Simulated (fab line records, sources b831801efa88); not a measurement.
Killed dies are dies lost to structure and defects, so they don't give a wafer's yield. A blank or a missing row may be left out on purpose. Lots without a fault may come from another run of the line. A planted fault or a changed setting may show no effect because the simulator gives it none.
Tool commonality check | flow gf180mcu | 13 lots, 42 wafers sampled

WHY IT WAS OPENED
At GF_SAB_CD_MEAS_09 the reading cd_nm is flagged on 1 of 13 lots. Wafers without a fault read 419.7 nm, standard deviation 2.
Rule: a lot is flagged when every wafer of it that has a number lies more than 4 standard deviations from that mean, or none has a number. The other lots count as sound.

lot  | measured     | on        | cd_nm (nm), wafer by wafer          | flag
L741 | day 15 12:14 | cd_sem-02 | 421.8 421.2 420.7                   |
L742 | day 15 18:00 | cd_sem-02 | 420.9 421.2 420.7                   |
L743 | day 16 04:59 | cd_sem-01 | 420.9 419.1 420.1                   |
L744 | day 16 11:58 | cd_sem-02 | 419.1 419.2 421.5                   |
L746 | day 17 05:53 | cd_sem-01 | 416.3 416.2 417.5                   |
L748 | day 18 02:42 | cd_sem-02 | 420.6 418.2 421.6                   |
L750 | day 18 20:42 | cd_sem-01 | 414.2 416.9 414.0                   |
L753 | day 19 21:01 | cd_sem-02 | 420.3 419.6 419.7                   |
L755 | day 20 16:14 | cd_sem-01 | 422.7 422.4 418.9                   |
L756 | day 20 21:22 | cd_sem-01 | 478.6 480.0 480.2 478.3 480.0 480.2 | FLAGGED
L760 | day 22 05:11 | cd_sem-02 | 420.1 418.8 423.0                   |
L762 | day 23 00:55 | cd_sem-02 | 417.3 416.6 416.3                   |
L763 | day 23 09:32 | cd_sem-02 | 419.6 417.7 418.0                   |
The numbers of the flagged lots are 479.6 nm on average: +59.9 nm against the usual, or +30 standard deviations.

WHICH TOOL RAN EACH LOT
The record holds 2 process steps before the reading, out of a route of 602 steps. In each cell: the tool, then ch and the chambers that the sampled wafers went through, then the start.
lot  | flag    | GF_PSD_RTA_13                    | GF_SAB_EXPOSE_06
L741 |         | rtp_anneal-01 ch 0, day 14 14:30 | iline_stepper-02 ch 0, day 15 01:29
L742 |         | rtp_anneal-01 ch 0, day 14 20:47 | iline_stepper-01 ch 0, day 15 07:16
L743 |         | rtp_anneal-02 ch 0, day 15 06:38 | iline_stepper-02 ch 0, day 15 18:05
L744 |         | rtp_anneal-01 ch 0, day 15 13:26 | iline_stepper-02 ch 0, day 16 01:00
L746 |         | rtp_anneal-01 ch 0, day 16 07:48 | iline_stepper-02 ch 0, day 16 19:11
L748 |         | rtp_anneal-01 ch 0, day 17 02:49 | iline_stepper-02 ch 0, day 17 14:55
L750 |         | rtp_anneal-02 ch 0, day 17 20:28 | iline_stepper-01 ch 0, day 18 08:42
L753 |         | rtp_anneal-01 ch 0, day 18 20:32 | iline_stepper-02 ch 0, day 19 08:52
L755 |         | rtp_anneal-02 ch 0, day 19 15:55 | iline_stepper-01 ch 0, day 20 04:31
L756 | FLAGGED | rtp_anneal-01 ch 0, day 19 20:20 | iline_stepper-02 ch 0, day 20 08:56
L760 |         | rtp_anneal-02 ch 0, day 21 05:28 | iline_stepper-02 ch 0, day 21 17:13
L762 |         | rtp_anneal-02 ch 0, day 22 01:10 | iline_stepper-01 ch 0, day 22 13:11
L763 |         | rtp_anneal-02 ch 0, day 22 09:56 | iline_stepper-02 ch 0, day 22 22:07
What these steps do:
- GF_PSD_RTA_13: time 20 s.
- GF_SAB_EXPOSE_06: exposes mask SAB, target cd 420 nm.
- GF_SAB_CD_MEAS_09: target cd 420 nm.

FLAGGED OVER TOTAL, TOOL BY TOOL (the gauges that took the reading come last)
step              | tool             | lots run | flagged | share of the flagged lots | sound lots run after its first flagged lot
GF_PSD_RTA_13     | rtp_anneal-01    | 7        | 1       | all                       | 0
GF_PSD_RTA_13     | rtp_anneal-02    | 6        | 0       | none                      | -
GF_SAB_EXPOSE_06  | iline_stepper-01 | 4        | 0       | none                      | -
GF_SAB_EXPOSE_06  | iline_stepper-02 | 9        | 1       | all                       | 2 (L760,L763)
GF_SAB_CD_MEAS_09 | cd_sem-01        | 5        | 1       | all                       | 0
GF_SAB_CD_MEAS_09 | cd_sem-02        | 8        | 0       | none                      | -

WHAT THE TABLE ALLOWS
3 rows of the table ran every flagged lot: rtp_anneal-01 at GF_PSD_RTA_13, iline_stepper-02 at GF_SAB_EXPOSE_06, cd_sem-01 at GF_SAB_CD_MEAS_09.
- rtp_anneal-01 at GF_PSD_RTA_13: 1 of its 7 lots flagged. Its last sound lot is L753 (day 18 20:32), its first flagged lot L756 (day 19 20:20): a fault that began between those two fits.
- iline_stepper-02 at GF_SAB_EXPOSE_06: 1 of its 9 lots flagged. Sound lots ran on it after the first flagged one (L760, L763), which a lasting fault on the whole tool wouldn't allow.
- cd_sem-01 at GF_SAB_CD_MEAS_09: 1 of its 5 lots flagged. Its last sound lot is L755 (day 20 16:14), its first flagged lot L756 (day 20 21:22): a fault that began between those two fits.
Counting lots can't tell these 2 tools apart, because each fits a fault that began at some hour. More lots, or a look at what each step does to the wafer, might.

WHAT THE SIMULATOR HAD PUT IN
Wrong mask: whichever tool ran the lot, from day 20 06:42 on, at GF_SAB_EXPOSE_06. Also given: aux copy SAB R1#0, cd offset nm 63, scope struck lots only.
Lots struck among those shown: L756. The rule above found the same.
